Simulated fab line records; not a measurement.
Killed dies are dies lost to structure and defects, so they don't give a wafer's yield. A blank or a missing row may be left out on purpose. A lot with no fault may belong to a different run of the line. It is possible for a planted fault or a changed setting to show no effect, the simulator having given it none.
Which tool did it? || flow gf180mcu || 39 wafers from 13 lots sampled at 5 of the route's 602 steps

## WHAT THE GAUGES READ, wafer by wafer
GF_V4_THK_MEAS_25: measures by xrf. Usual: V4_W_THK typically reads 352 nm, with standard deviation 6.6.
{"lot": "L811", "measured": "day 24 23:41", "on": "filmMetro-01", "V4_W_THK (nm)": "345 346 351", "flag": ""}
{"lot": "L812", "measured": "day 25 09:23", "on": "filmMetro-03", "V4_W_THK (nm)": "350 360 348", "flag": ""}
{"lot": "L817", "measured": "day 26 17:20", "on": "filmMetro-01", "V4_W_THK (nm)": "350 345 343", "flag": ""}
{"lot": "L818", "measured": "day 27 04:44", "on": "filmMetro-01", "V4_W_THK (nm)": "349 347 345", "flag": ""}
{"lot": "L822", "measured": "day 28 09:28", "on": "filmMetro-04", "V4_W_THK (nm)": "356 358 362", "flag": ""}
{"lot": "L825", "measured": "day 29 05:54", "on": "filmMetro-03", "V4_W_THK (nm)": "355 354 350", "flag": ""}
{"lot": "L826", "measured": "day 29 13:33", "on": "filmMetro-03", "V4_W_THK (nm)": "349 350 349", "flag": ""}
{"lot": "L827", "measured": "day 29 23:56", "on": "filmMetro-01", "V4_W_THK (nm)": "338 341 340", "flag": ""}
{"lot": "L828", "measured": "day 30 07:04", "on": "filmMetro-04", "V4_W_THK (nm)": "361 364 354", "flag": ""}
{"lot": "L829", "measured": "day 30 09:53", "on": "filmMetro-01", "V4_W_THK (nm)": "344 349 347", "flag": ""}
{"lot": "L830", "measured": "day 30 14:41", "on": "filmMetro-03", "V4_W_THK (nm)": "352 359 355", "flag": ""}
{"lot": "L831", "measured": "day 31 02:50", "on": "filmMetro-04", "V4_W_THK (nm)": "354 354 358", "flag": ""}
{"lot": "L832", "measured": "day 31 03:55", "on": "filmMetro-01", "V4_W_THK (nm)": "347 352 355", "flag": ""}

GF_V5_THK_MEAS_03. Usual: V5_CVD_02_THK typically reads 1450 nm, with standard deviation 20.
{"lot": "L811", "measured": "day 26 19:16", "on": "filmMetro-03", "V5_CVD_02_THK (nm)": "1444 1454 1441", "flag": ""}
{"lot": "L812", "measured": "day 27 04:55", "on": "filmMetro-02", "V5_CVD_02_THK (nm)": "1453 1432 1461", "flag": ""}
{"lot": "L817", "measured": "day 28 11:17", "on": "filmMetro-02", "V5_CVD_02_THK (nm)": "1039 1075 1046", "flag": "OFF"}
{"lot": "L818", "measured": "day 28 22:05", "on": "filmMetro-03", "V5_CVD_02_THK (nm)": "1065 1056 1079", "flag": "OFF"}
{"lot": "L822", "measured": "day 30 03:16", "on": "filmMetro-03", "V5_CVD_02_THK (nm)": "1423 1430 1423", "flag": ""}
{"lot": "L825", "measured": "day 30 21:58", "on": "filmMetro-01", "V5_CVD_02_THK (nm)": "1422 1496 1450", "flag": ""}
{"lot": "L826", "measured": "day 31 04:36", "on": "filmMetro-01", "V5_CVD_02_THK (nm)": "1430 1481 1440", "flag": ""}
{"lot": "L827", "measured": "day 31 13:20", "on": "filmMetro-02", "V5_CVD_02_THK (nm)": "1430 1456 1433", "flag": ""}
{"lot": "L828", "measured": "day 31 20:26", "on": "filmMetro-01", "V5_CVD_02_THK (nm)": "1433 1441 1461", "flag": ""}
{"lot": "L829", "measured": "day 31 23:44", "on": "filmMetro-03", "V5_CVD_02_THK (nm)": "1418 1459 1434", "flag": ""}
{"lot": "L830", "measured": "day 32 03:48", "on": "filmMetro-01", "V5_CVD_02_THK (nm)": "1442 1462 1447", "flag": ""}
{"lot": "L831", "measured": "day 32 15:22", "on": "filmMetro-02", "V5_CVD_02_THK (nm)": "1444 1430 1447", "flag": ""}
{"lot": "L832", "measured": "day 32 15:34", "on": "filmMetro-01", "V5_CVD_02_THK (nm)": "1446 1468 1479", "flag": ""}

## WHAT TOOL EACH LOT RAN ON (gives the tool, then ch and the chambers of the sampled wafers, and finally the start)
{"lot": "L811", "GF_MIM_SPUTTER_01": "pvdSputter-01, day 25 00:09", "GF_M5_METAL_ETCH_10": "rieMetal-04 ch 0,1, day 26 18:22", "GF_V5_CVD_02": "pecvd-04 ch 0,1,2, day 26 19:10"}
{"lot": "L812", "GF_MIM_SPUTTER_01": "pvdSputter-03, day 25 09:51", "GF_M5_METAL_ETCH_10": "rieMetal-04 ch 0,1, day 27 04:02", "GF_V5_CVD_02": "pecvd-04 ch 0,2, day 27 04:48"}
{"lot": "L817", "GF_MIM_SPUTTER_01": "pvdSputter-03, day 26 17:47", "GF_M5_METAL_ETCH_10": "rieMetal-04 ch 0,1, day 28 10:19", "GF_V5_CVD_02": "pecvd-04 ch 1,2, day 28 11:07"}
{"lot": "L818", "GF_MIM_SPUTTER_01": "pvdSputter-04, day 27 05:10", "GF_M5_METAL_ETCH_10": "rieMetal-03 ch 0,1, day 28 21:14", "GF_V5_CVD_02": "pecvd-04 ch 0,1, day 28 21:57"}
{"lot": "L822", "GF_MIM_SPUTTER_01": "pvdSputter-01, day 28 09:56", "GF_M5_METAL_ETCH_10": "rieMetal-02 ch 0,1, day 30 02:22", "GF_V5_CVD_02": "pecvd-03 ch 0,2, day 30 03:10"}
{"lot": "L825", "GF_MIM_SPUTTER_01": "pvdSputter-03, day 29 06:22", "GF_M5_METAL_ETCH_10": "rieMetal-02 ch 0,1, day 30 21:05", "GF_V5_CVD_02": "pecvd-02 ch 0,1, day 30 21:51"}
{"lot": "L826", "GF_MIM_SPUTTER_01": "pvdSputter-03, day 29 14:00", "GF_M5_METAL_ETCH_10": "rieMetal-03 ch 0,1, day 31 03:41", "GF_V5_CVD_02": "pecvd-02 ch 0,1,2, day 31 04:29"}
{"lot": "L827", "GF_MIM_SPUTTER_01": "pvdSputter-04, day 30 00:23", "GF_M5_METAL_ETCH_10": "rieMetal-02 ch 1, day 31 12:20", "GF_V5_CVD_02": "pecvd-03 ch 0,1, day 31 13:14"}
{"lot": "L828", "GF_MIM_SPUTTER_01": "pvdSputter-04, day 30 07:31", "GF_M5_METAL_ETCH_10": "rieMetal-04 ch 0,1, day 31 19:34", "GF_V5_CVD_02": "pecvd-04 ch 0,1,2, day 31 20:20"}
{"lot": "L829", "GF_MIM_SPUTTER_01": "pvdSputter-01, day 30 10:20", "GF_M5_METAL_ETCH_10": "rieMetal-04 ch 0,1, day 31 22:52", "GF_V5_CVD_02": "pecvd-03 ch 0,1,2, day 31 23:38"}
{"lot": "L830", "GF_MIM_SPUTTER_01": "pvdSputter-01, day 30 15:08", "GF_M5_METAL_ETCH_10": "rieMetal-04 ch 0,1, day 32 02:53", "GF_V5_CVD_02": "pecvd-02 ch 0,1,2, day 32 03:41"}
{"lot": "L831", "GF_MIM_SPUTTER_01": "pvdSputter-01, day 31 03:16", "GF_M5_METAL_ETCH_10": "rieMetal-03 ch 0,1, day 32 14:23", "GF_V5_CVD_02": "pecvd-03 ch 0,2, day 32 15:14"}
{"lot": "L832", "GF_MIM_SPUTTER_01": "pvdSputter-04, day 31 04:22", "GF_M5_METAL_ETCH_10": "rieMetal-02 ch 1, day 32 14:40", "GF_V5_CVD_02": "pecvd-04 ch 0,1, day 32 15:27"}
- GF_MIM_SPUTTER_01: material TiN, target thk 30 nm, time 25 s.
- GF_M5_METAL_ETCH_10: etches the open film in Cl2/BCl3, stops on SiO2, target depth 750.8 nm, time 125.1 s.
- GF_V5_CVD_02: deposits SiO2 from TEOS, target thk 1450 nm, time 163.28 s.

## WHAT THE TOOLS THEMSELVES READ (means of the sampled wafers that have a number; where no wafer has one, the mark that the record gives instead)
GF_MIM_SPUTTER_01. Usual: throttleValvePct 30.9 %, standard deviation 0.97.
{"lot": "L811", "tool": "pvdSputter-01", "throttleValvePct (%)": 31.1, "flag": ""}
{"lot": "L812", "tool": "pvdSputter-03", "throttleValvePct (%)": 30.3, "flag": ""}
{"lot": "L817", "tool": "pvdSputter-03", "throttleValvePct (%)": 30.0, "flag": ""}
{"lot": "L818", "tool": "pvdSputter-04", "throttleValvePct (%)": 30.2, "flag": ""}
{"lot": "L822", "tool": "pvdSputter-01", "throttleValvePct (%)": 30.6, "flag": ""}
{"lot": "L825", "tool": "pvdSputter-03", "throttleValvePct (%)": 30.6, "flag": ""}
{"lot": "L826", "tool": "pvdSputter-03", "throttleValvePct (%)": 30.0, "flag": ""}
{"lot": "L827", "tool": "pvdSputter-04", "throttleValvePct (%)": 30.6, "flag": ""}
{"lot": "L828", "tool": "pvdSputter-04", "throttleValvePct (%)": 31.3, "flag": ""}
{"lot": "L829", "tool": "pvdSputter-01", "throttleValvePct (%)": 30.6, "flag": ""}
{"lot": "L830", "tool": "pvdSputter-01", "throttleValvePct (%)": 31.6, "flag": ""}
{"lot": "L831", "tool": "pvdSputter-01", "throttleValvePct (%)": 31.3, "flag": ""}
{"lot": "L832", "tool": "pvdSputter-04", "throttleValvePct (%)": 30.4, "flag": ""}

GF_M5_METAL_ETCH_10. Usual: biasW 140.0 W, standard deviation 0.38; drypumpMotorCurrentA 5.38 A, standard deviation 0.28; oesProductAu 0.988 a.u., standard deviation 0.0073; throttleValvePct 28.232 %, standard deviation 0.011.
{"lot": "L811", "tool": "rieMetal-04", "biasW (W)": 140.0, "drypumpMotorCurrentA (A)": 5.17, "oesProductAu (a.u.)": 0.986, "throttleValvePct (%)": 28.245, "flag": ""}
{"lot": "L812", "tool": "rieMetal-04", "biasW (W)": 139.9, "drypumpMotorCurrentA (A)": 5.41, "oesProductAu (a.u.)": 0.982, "throttleValvePct (%)": 28.238, "flag": ""}
{"lot": "L817", "tool": "rieMetal-04", "biasW (W)": 140.3, "drypumpMotorCurrentA (A)": 5.40, "oesProductAu (a.u.)": 0.983, "throttleValvePct (%)": 28.229, "flag": ""}
{"lot": "L818", "tool": "rieMetal-03", "biasW (W)": 139.8, "drypumpMotorCurrentA (A)": 5.56, "oesProductAu (a.u.)": 0.987, "throttleValvePct (%)": 28.233, "flag": ""}
{"lot": "L822", "tool": "rieMetal-02", "biasW (W)": 140.1, "drypumpMotorCurrentA (A)": 5.37, "oesProductAu (a.u.)": 0.995, "throttleValvePct (%)": 28.231, "flag": ""}
{"lot": "L825", "tool": "rieMetal-02", "biasW (W)": 139.9, "drypumpMotorCurrentA (A)": 5.48, "oesProductAu (a.u.)": 0.994, "throttleValvePct (%)": 28.227, "flag": ""}
{"lot": "L826", "tool": "rieMetal-03", "biasW (W)": 139.9, "drypumpMotorCurrentA (A)": 5.43, "oesProductAu (a.u.)": 0.991, "throttleValvePct (%)": 28.229, "flag": ""}
{"lot": "L827", "tool": "rieMetal-02", "biasW (W)": 139.7, "drypumpMotorCurrentA (A)": 5.56, "oesProductAu (a.u.)": 0.996, "throttleValvePct (%)": 28.228, "flag": ""}
{"lot": "L828", "tool": "rieMetal-04", "biasW (W)": 139.9, "drypumpMotorCurrentA (A)": 5.39, "oesProductAu (a.u.)": 0.989, "throttleValvePct (%)": 28.229, "flag": ""}
{"lot": "L829", "tool": "rieMetal-04", "biasW (W)": 140.0, "drypumpMotorCurrentA (A)": 5.15, "oesProductAu (a.u.)": 0.992, "throttleValvePct (%)": 28.239, "flag": ""}
{"lot": "L830", "tool": "rieMetal-04", "biasW (W)": 140.0, "drypumpMotorCurrentA (A)": 5.18, "oesProductAu (a.u.)": 0.990, "throttleValvePct (%)": 28.232, "flag": ""}
{"lot": "L831", "tool": "rieMetal-03", "biasW (W)": 140.4, "drypumpMotorCurrentA (A)": 5.43, "oesProductAu (a.u.)": 0.992, "throttleValvePct (%)": 28.227, "flag": ""}
{"lot": "L832", "tool": "rieMetal-02", "biasW (W)": 139.9, "drypumpMotorCurrentA (A)": 5.56, "oesProductAu (a.u.)": 0.989, "throttleValvePct (%)": 28.218, "flag": ""}

GF_V5_CVD_02. Usual: heaterPowerOuterW 385 W, standard deviation 74; heaterPowerW 673 W, standard deviation 110.
{"lot": "L811", "tool": "pecvd-04", "heaterPowerOuterW (W)": 418, "heaterPowerW (W)": 704, "flag": ""}
{"lot": "L812", "tool": "pecvd-04", "heaterPowerOuterW (W)": 410, "heaterPowerW (W)": 700, "flag": ""}
{"lot": "L817", "tool": "pecvd-04", "heaterPowerOuterW (W)": 419, "heaterPowerW (W)": 669, "flag": ""}
{"lot": "L818", "tool": "pecvd-04", "heaterPowerOuterW (W)": 426, "heaterPowerW (W)": 701, "flag": ""}
{"lot": "L822", "tool": "pecvd-03", "heaterPowerOuterW (W)": 409, "heaterPowerW (W)": 750, "flag": ""}
{"lot": "L825", "tool": "pecvd-02", "heaterPowerOuterW (W)": 334, "heaterPowerW (W)": 606, "flag": ""}
{"lot": "L826", "tool": "pecvd-02", "heaterPowerOuterW (W)": 340, "heaterPowerW (W)": 613, "flag": ""}
{"lot": "L827", "tool": "pecvd-03", "heaterPowerOuterW (W)": 287, "heaterPowerW (W)": 566, "flag": ""}
{"lot": "L828", "tool": "pecvd-04", "heaterPowerOuterW (W)": 398, "heaterPowerW (W)": 662, "flag": ""}
{"lot": "L829", "tool": "pecvd-03", "heaterPowerOuterW (W)": 346, "heaterPowerW (W)": 650, "flag": ""}
{"lot": "L830", "tool": "pecvd-02", "heaterPowerOuterW (W)": 372, "heaterPowerW (W)": 654, "flag": ""}
{"lot": "L831", "tool": "pecvd-03", "heaterPowerOuterW (W)": 347, "heaterPowerW (W)": 685, "flag": ""}
{"lot": "L832", "tool": "pecvd-04", "heaterPowerOuterW (W)": 378, "heaterPowerW (W)": 648, "flag": ""}

## THE ANSWER, worked out from the rows above alone
Rule: a lot is off if the mean of its wafers that have a number lies more than 3 standard deviations from the usual mean. A lot without any number at a reading at which 4 lots or more have one is off too. All remaining lots with rows at the step are treated as sound. Order of review: gauges by route order, followed by the tools' own readings, for which a lot's mean as printed above is used. The first step at which some lot is off is used, and at that step the reading that is off furthest; a lot without a number counts as furthest.
Off: at GF_V5_THK_MEAS_03 (V5_CVD_02_THK), L817, L818.
If a tool, at a process step before that reading, ran all the lots that are off and no sound lot after the first of them, it fits. Those tools and the gauges at GF_V5_THK_MEAS_03 are tried in the same way. No candidate that was tried fits.

## WHAT THE SIMULATOR HAD INSERTED
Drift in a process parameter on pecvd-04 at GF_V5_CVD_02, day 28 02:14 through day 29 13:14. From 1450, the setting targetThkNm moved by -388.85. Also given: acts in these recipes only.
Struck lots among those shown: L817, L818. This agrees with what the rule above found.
